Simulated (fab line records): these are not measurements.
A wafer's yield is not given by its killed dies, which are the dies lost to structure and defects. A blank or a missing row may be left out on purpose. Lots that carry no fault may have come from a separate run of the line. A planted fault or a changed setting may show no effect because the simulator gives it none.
Split-lot study -- flow sfq-line -- route with 325 steps; 5 lots, 23 wafers read

THE SPLIT
At SFQ_TRILAYER_M5_ETCH_METAL_ETCH_126 (etches Nb in Cl2/BCl3, stops on SiO2, time 203.2 s, target depth 265 nm), the setting time-s was moved away from the recipe's 203.2 s on 7 of the 23 wafers read, by -11.3% to +12.1%. The other wafers ran this setting at the recipe's value.

The reading comes from the split's own step.

THE READING
KrF_of_TRILAYER_M5_LITHO_COAT_123.thk-nm (the simulator's own value, which no gauge read), in nm, at SFQ_TRILAYER_M5_ETCH_METAL_ETCH_126 (etches Nb in Cl2/BCl3, stops on SiO2, time 203.2 s, target depth 265 nm). The file gives no usual value for it. Here, 16 wafers ran the recipe; their average is 370.6 nm with a standard deviation of 3.3 nm.

wafer,"tool, chamber at the split","time-s as run, s",against the recipe,"KrF_of_TRILAYER_M5_LITHO_COAT_123.thk-nm, nm",against lot-mates on the recipe
L075.1,"rie-metal-04, 1",180.3,-11.3%,386.8,+17.2
L075.3,"rie-metal-04, 1",180.3,-11.3%,386,+16.4
L075.4,"rie-metal-04, 0",203.2,recipe,369.3,-
L075.5,"rie-metal-04, 0",203.2,recipe,370.5,-
L075.6,"rie-metal-04, 1",203.2,recipe,369,-
L079.1,"rie-metal-02, 0",203.2,recipe,367.5,-
L079.4,"rie-metal-02, 1",203.2,recipe,374.7,-
L079.6,"rie-metal-02, 1",203.2,recipe,373.2,-
L080.1,"rie-metal-03, 0",203.2,recipe,373.4,-
L080.3,"rie-metal-03, 1",203.2,recipe,369.2,-
L080.4,"rie-metal-03, 0",203.2,recipe,373.9,-
L080.5,"rie-metal-03, 0",203.2,recipe,375.8,-
L080.6,"rie-metal-03, 1",203.2,recipe,368.6,-
L081.1,"rie-metal-03, 0",203.2,recipe,375.4,-
L081.2,"rie-metal-03, 1",203.2,recipe,367.9,-
L081.3,"rie-metal-03, 0",227.8,+12.1%,355.3,-15.5
L081.4,"rie-metal-03, 1",203.2,recipe,369,-
L081.6,"rie-metal-03, 0",227.8,+12.1%,357.2,-13.6
L085.2,"rie-metal-04, 1",183.3,-9.8%,378.1,+12.4
L085.3,"rie-metal-04, 0",183.3,-9.8%,383.8,+18.1
L085.4,"rie-metal-04, 1",183.3,-9.8%,377.3,+11.6
L085.5,"rie-metal-04, 1",203.2,recipe,364.5,-
L085.6,"rie-metal-04, 0",203.2,recipe,367,-

THE FIT
A straight line over all 23 wafers: KrF_of_TRILAYER_M5_LITHO_COAT_123.thk-nm changes by -1.17 nm for each +1% of time-s; r = -0.91; the points scatter about the line by 3.3 nm.
The same after taking each lot's own level away (the mean of its wafers on the recipe; 23 wafers): -1.35 nm for each +1%; r = -0.95; scatter 2.6 nm.
That fit puts the effect of the largest move of time-s on the reading at 16 nm.
The lots' own levels span 365.75 to 372.18 nm, that is 2.0 times the standard deviation above.
In other words, the slope is changed by the lot-to-lot level; the two fits disagree.
Check: with one of the wafers moved furthest among these (+12.1%) left out of the fit, the line predicts -16.2 nm for it against its lot-mates. Against them it came out at -15.5 nm.

OTHER SPLITS APPLIED TO THESE WAFERS
Before the reading, these wafers also passed through other splits. Each is held against what the fit with the lots' levels taken away leaves over:
other split on the same wafers,wafers away from the commonest value,r with KrF_of_TRILAYER_M5_LITHO_COAT_123.thk-nm (lot level and that fit taken away)
SFQ_TRILAYER_M3_DEP_SPUTTER_073 time-s,9,-0.12
SFQ_TRILAYER_M3_LITHO_PEB_078 peb-time-s,2,+0.03
SFQ_TRILAYER_I3_VIA_LITHO_EXPOSE_086 dose-mj,7,+0.02
SFQ_TRILAYER_I3_VIA_BARC_OPEN_VIA_ETCH_121 pressure-mtorr,15,-0.06
SFQ_TRILAYER_M4_DEP_SPUTTER_091 time-s,10,+0.16
SFQ_TRILAYER_M4_LITHO_EXPOSE_094 dose-mj,10,+0.14
SFQ_TRILAYER_I4_DEP_PECVD_099 time-s,6,+0.00
SFQ_TRILAYER_I4_VIA_LITHO_PEB_106 peb-temp-c,6,+0.12
SFQ_TRILAYER_I4_VIA_ETCH_VIA_ETCH_106 bias-w,8,-0.10

THE FILE'S OWN FIT
KrF_of_TRILAYER_M5_LITHO_COAT_123.thk-nm changes by -1.36 nm for each +1% of time-s, r = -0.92.
